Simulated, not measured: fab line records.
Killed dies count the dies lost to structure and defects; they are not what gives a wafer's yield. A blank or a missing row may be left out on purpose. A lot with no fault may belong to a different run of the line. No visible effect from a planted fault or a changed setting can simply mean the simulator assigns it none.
Matching of chambers -- flow sky130 -- SKY_FIELD_ISO_CMP_27 on cmp-02: 4 sister chambers
The step polishes, stops on Si3N4, t overpolish 16 s, target thk 457.8 nm. 4 wafers are shown with their chamber, then 8 later ones without.

WAFERS, EACH WITH ITS CHAMBER
wafer,chamber,motor current A (A)
L380.3,1,11.6
L398.4,0,13.3
L398.5,3,10.8
L401.1,2,10.6

WAFERS WHOSE CHAMBER IS MISSING
wafer,motor current A (A)
L401.5,10.4
L401.6,10.4
L402.1,13.6
L402.3,10.6
L402.4,10.7
L403.3,11.1
L403.4,10.7
L403.6,10.3

WHICH CHAMBER EACH WENT THROUGH
wafer,from the rows above,in truth
L401.5,can't be placed: 2 or 3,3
L401.6,can't be placed: 2 or 3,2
L402.1,0,0
L402.3,can't be placed: 2 or 3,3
L402.4,can't be placed: 2 or 3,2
L403.3,can't be placed: 3 or 1 or 2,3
L403.4,can't be placed: 2 or 3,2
L403.6,can't be placed: 2 or 3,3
Correct placement for 1 of the 8. Unplaceable from these rows: 7, with the true chamber sitting among the candidates in 7. Placed wrongly: 0.
How it was worked out, from the rows above alone: a wafer's distance from a chamber is the root of the sum, over the readings, of the square of ((its reading less the chamber's mean) divided by the reading's scatter). The wafer belongs to the nearest chamber; if the next one is less than 2 further off, it can't be placed. Each chamber's mean is taken over the wafers shown for it. The scatter: with one shown wafer a chamber, the root of the mean of the squares of how far each hidden wafer lies from its nearest shown one.
